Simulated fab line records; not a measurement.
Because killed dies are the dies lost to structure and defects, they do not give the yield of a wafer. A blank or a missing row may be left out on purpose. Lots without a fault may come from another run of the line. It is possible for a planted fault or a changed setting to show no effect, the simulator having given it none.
Struck lot and sound lot, side by side | flow sky130 | 14 steps out of a route of 708
Sound: wafers L278.3, L278.5, L278.6. The struck wafers were L292.2, L292.3, L292.5. Last of all comes the cause.
Per side, at each step with rows, come the tool, then ch with its chambers, and then its first start. Under that, the readings that differ: sound wafers | struck wafers | difference of the means | sigmas: that difference in standard deviations of wafers without a fault.
alike: readings whose means differ by less than 2 such deviations, and words and numbers that are the same on both sides. not compared: withheld readings, readings that some wafer has no value for, bounds like >300 that may hide the same value, and numbers for which the record gives no deviation and whose values overlap.
A row with sigmas, a row that says differs or no value, or rows on one side alone: a step with any of these is where the two part. Numbers that don't overlap but have no deviation are shown without sigmas and don't part them. A reading that every wafer of one side lacks parts them only if that side has two wafers or more.

first, 4 steps without rows for these wafers: SKY_DNWELL_EXPOSE_04 (exposes mask DNM, target cd 3000 nm); SKY_DNWELL_PEB_05; SKY_DNWELL_DEVELOP_06 (develop time 60 s); SKY_DNWELL_IMPLANT_07.
SKY_DNWELL_STRIP_08: strips in O2/N2.
  sound on plasma-asher-04 ch 0,1, day 3 12:25; struck on plasma-asher-04 ch 0,1, day 6 15:02
  alike: drypump-motor-current-A, oes-product-au, strip-time-to-endpoint-s
  not compared: rf-hours-counter-h
SKY_DNWELL_TW_MEAS_09:
  sound: film-metro-01 at day 3 12:31; struck: film-metro-01 at day 6 15:08
  alike: DNWELL_TW
then, 6 steps without rows for these wafers: SKY_PWDE_DEHYDRATE_00 (time 60 s); SKY_PWDE_HMDS_01 (prime time 60 s); SKY_PWDE_COAT_02 (resist thk 3000 nm); SKY_PWDE_SOFTBAKE_03; SKY_PWDE_EXPOSE_04 (exposes mask PWDEM, target cd 840 nm); SKY_PWDE_PEB_05.
SKY_PWDE_DEVELOP_06: develop time 60 s.
  struck on litho-track-02, day 7 10:00; sound on litho-track-04 ch 0, day 4 02:00
  no value came back on the struck wafers for chill-plate-temp-C (C), develop-time-s (s); on the sound wafers chill-plate-temp-C (C) reads 22.93 23.05 22.89
SKY_PWDE_OVL_MEAS_07:
  sound: overlay-01 at day 4 02:15; struck: overlay-02 at day 7 10:35
  reading       | sound          | struck | difference                    | sigmas
  PWDE_OVL (nm) | -2.4 -0.5 -1.0 | - - -  | no value on the struck wafers |

## WHERE THEY PART
Last at SKY_PWDE_OVL_MEAS_07 as far as this record goes, first at SKY_PWDE_DEVELOP_06.

WHY: whatever the simulator had introduced
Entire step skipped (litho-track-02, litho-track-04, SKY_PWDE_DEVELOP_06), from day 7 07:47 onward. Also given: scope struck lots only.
